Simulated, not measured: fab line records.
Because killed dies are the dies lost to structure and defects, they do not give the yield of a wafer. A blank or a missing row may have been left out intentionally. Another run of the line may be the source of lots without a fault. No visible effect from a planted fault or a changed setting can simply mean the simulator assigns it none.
A lot that was struck, set against a sound lot / flow sky130 / 35 out of 708 route steps
Sound: wafers L650.2, L650.3, L650.5. Wafers L667.1, L667.6 were the ones struck. The cause is given at the end.
Each step with rows lists, per side, the tool, then ch with its chambers, then its first start. Under that, the readings that differ: sound wafers / struck wafers / difference of the means / sigmas: that difference in standard deviations of wafers without a fault.
alike: a reading whose means differ by less than 2 such deviations, as well as words and numbers matching on both sides. not compared: withheld readings; readings where some wafer has no value; bounds like >300 that might hide an equal value; numbers whose values overlap and for which the record gives no deviation.
A row with sigmas, a row that says differs or no value, or rows on one side alone: a step with any of these is where the two part. When numbers do not overlap yet have no deviation, they are printed without sigmas and do not part them. Lack of a reading on every wafer of one side parts them only where that side has two or more wafers.

SKY_SD_P_CD_MEAS_07 targets a cd of 380 nm.
  sound on cd-sem-02 at day 23 21:02; struck on cd-sem-01 at day 32 04:58
  alike: cd-nm
SKY_SD_P_OVL_MEAS_08:
  sound on overlay-02 at day 23 21:08; struck on overlay-02 at day 32 05:05
  alike: SD_P_OVL
following that, these wafers have no rows for 1 step: SKY_SD_P_IMPLANT_09.
SKY_SD_P_STRIP_10: strips in O2/N2.
  sound on plasma-asher-04 ch 0,1, day 23 21:19; struck on plasma-asher-01 ch 0, day 32 05:17
  alike: drypump-motor-current-A, oes-product-au, strip-time-to-endpoint-s
  not compared: rf-hours-counter-h
SKY_SD_P_TW_MEAS_11:
  sound on film-metro-02 at day 23 21:26; struck on film-metro-04 at day 32 05:23
  alike: SD_P_TW
then, 7 steps without rows for these wafers: SKY_RES_XHIGH_DEHYDRATE_00 (time 60 s); SKY_RES_XHIGH_HMDS_01 (prime time 60 s); SKY_RES_XHIGH_COAT_02 (resist thk 1140 nm); SKY_RES_XHIGH_SOFTBAKE_03 (time 60 s); SKY_RES_XHIGH_EXPOSE_04 (exposes mask URPM, target cd 1270 nm); SKY_RES_XHIGH_PEB_05; SKY_RES_XHIGH_DEVELOP_06 (develop time 60 s).
SKY_RES_XHIGH_IMPLANT_07:
  sound on implanter-03 ch 0, day 25 03:57; struck on implanter-04 ch 0, day 33 06:42
  alike: dose-ions-cm2, tilt-deg
SKY_RES_XHIGH_STRIP_08: strips in O2/N2.
  sound on plasma-asher-03 ch 0, day 25 04:04; struck on plasma-asher-04 ch 0,1, day 33 06:51
reading=oes-product-au (a.u.); sound=0.710 0.707 0.712; struck=0.728 0.729; difference=+0.019; sigmas=+4
reading=strip-time-to-endpoint-s (s); sound=14.29 14.27 14.26; struck=14.14 14.14; difference=-0.13; sigmas=-4
  alike: drypump-motor-current-A
  not compared: rf-hours-counter-h
SKY_RES_XHIGH_TW_MEAS_09:
  sound on film-metro-04 at day 25 04:11; struck on film-metro-04 at day 33 06:57
reading=RES_XHIGH_TW; sound=1651 1645 1653; struck=1478 1480; difference=-171; sigmas=-18
then, 7 steps without rows for these wafers: SKY_SD_N_DEHYDRATE_00 (time 60 s); SKY_SD_N_HMDS_01 (prime time 60 s); SKY_SD_N_COAT_02 (resist thk 1140 nm); SKY_SD_N_SOFTBAKE_03 (time 60 s); SKY_SD_N_EXPOSE_04 (exposes mask NSDM, target cd 380 nm); SKY_SD_N_PEB_05; SKY_SD_N_DEVELOP_06 (develop time 60 s).
SKY_SD_N_CD_MEAS_07 targets a cd of 380 nm.
  sound on cd-sem-02 at day 26 09:32; struck on cd-sem-01 at day 34 06:55
  alike: cd-nm
SKY_SD_N_OVL_MEAS_08:
  sound on overlay-02 at day 26 09:39; struck on overlay-02 at day 34 07:02
  alike: SD_N_OVL
then, 2 steps without rows for these wafers: SKY_SD_N_IMPLANT_09; SKY_SD_N_IMPLANT_10.
SKY_SD_N_STRIP_11: strips in O2/N2.
  sound on plasma-asher-03 ch 0,1, day 26 09:59; struck on plasma-asher-04 ch 0,1, day 34 07:23
  alike: drypump-motor-current-A, oes-product-au, strip-time-to-endpoint-s
  not compared: rf-hours-counter-h
SKY_SD_N_TW_MEAS_12:
  sound on film-metro-02 at day 26 10:05; struck on film-metro-03 at day 34 07:29
  alike: SD_N_TW
then, 1 step without rows for these wafers: SKY_SD_N_CLEAN_13 (cleans in SC1/SC2, time 150 s).
SKY_SD_N_RTA_14: time 2 s.
  sound on rtp-anneal-01 ch 0, day 26 10:12; struck on rtp-anneal-02 ch 0, day 34 07:35
reading=chamber-o2-ppm; sound=1.982 1.971 1.996; struck=2.030 2.018; difference=+0.041; sigmas=+2
  alike: lamp-power-pct, wafer_temp_C_max
SKY_SD_N_RS_MEAS_16: measurement is done with a four-point probe.
  sound on film-metro-03 at day 26 10:23; struck on film-metro-03 at day 34 07:47
  alike: SD_N_RS
SKY_SD_N_RS_MEAS_17: measurement is done with a four-point probe.
  sound on film-metro-03 at day 26 10:30; struck on film-metro-03 at day 34 07:54
  alike: SD_P_RS
SKY_SD_N_RS_MEAS_18: measurement is done with a four-point probe.
  sound on film-metro-03 at day 26 10:37; struck on film-metro-03 at day 34 08:01
reading=RES_XHIGH_RS (ohm/sq); sound=333.2 332.1 330.8; struck=446.1 448.1; difference=+115.1; sigmas=+99 or more
then, 1 step without rows for these wafers: SKY_SALICIDE_CLEAN_00 (cleans in HF-last, time 30 s).
-- the record jumps here: 16 days lie between the struck wafers' starts before and after (it left off in module SALICIDE and takes up again in module PAD_OPEN, whose first step shown is number 708 of the route) --
SKY_PAD_OPEN_PROBE_99:
  sound on prober-02 at day 44 18:47; struck on prober-02 at day 50 08:49
reading=killed-short; sound=49 39 56; struck=35 36; difference=-12; sigmas=-2
reading=model.etest.res-xhigh-po.line-ohm-um; sound=5715 5578 5473; struck=2.268e+04 2.314e+04; difference=+1.732e+04; sigmas=
reading=model.etest.res-xhigh-po.rs-ohm-sq-range; sound=49.18 34.59 56.19; struck=6382 6657; difference=+6473; sigmas=
reading=model.etest.res-xhigh-po.rs-ohm-sq; sound=2025 1940 1952; struck=7974 8224; difference=+6127; sigmas=
reading=model.etest.res-xhigh-po.rs-ohm-sq-rim-less-centre; sound=-10.78 -21.77 -28.74; struck=-3464 -3534; difference=-3479; sigmas=
  alike: killed_at_M0_to_M3, killed_at_M4_up, killed-at-contacts, killed-at-front-end, killed-at-other, killed-dies, killed-open

== WHERE THEY PART ==
Earliest at SKY_RES_XHIGH_STRIP_08; latest, in this record, at SKY_PAD_OPEN_PROBE_99.

WHY: whatever the simulator had introduced
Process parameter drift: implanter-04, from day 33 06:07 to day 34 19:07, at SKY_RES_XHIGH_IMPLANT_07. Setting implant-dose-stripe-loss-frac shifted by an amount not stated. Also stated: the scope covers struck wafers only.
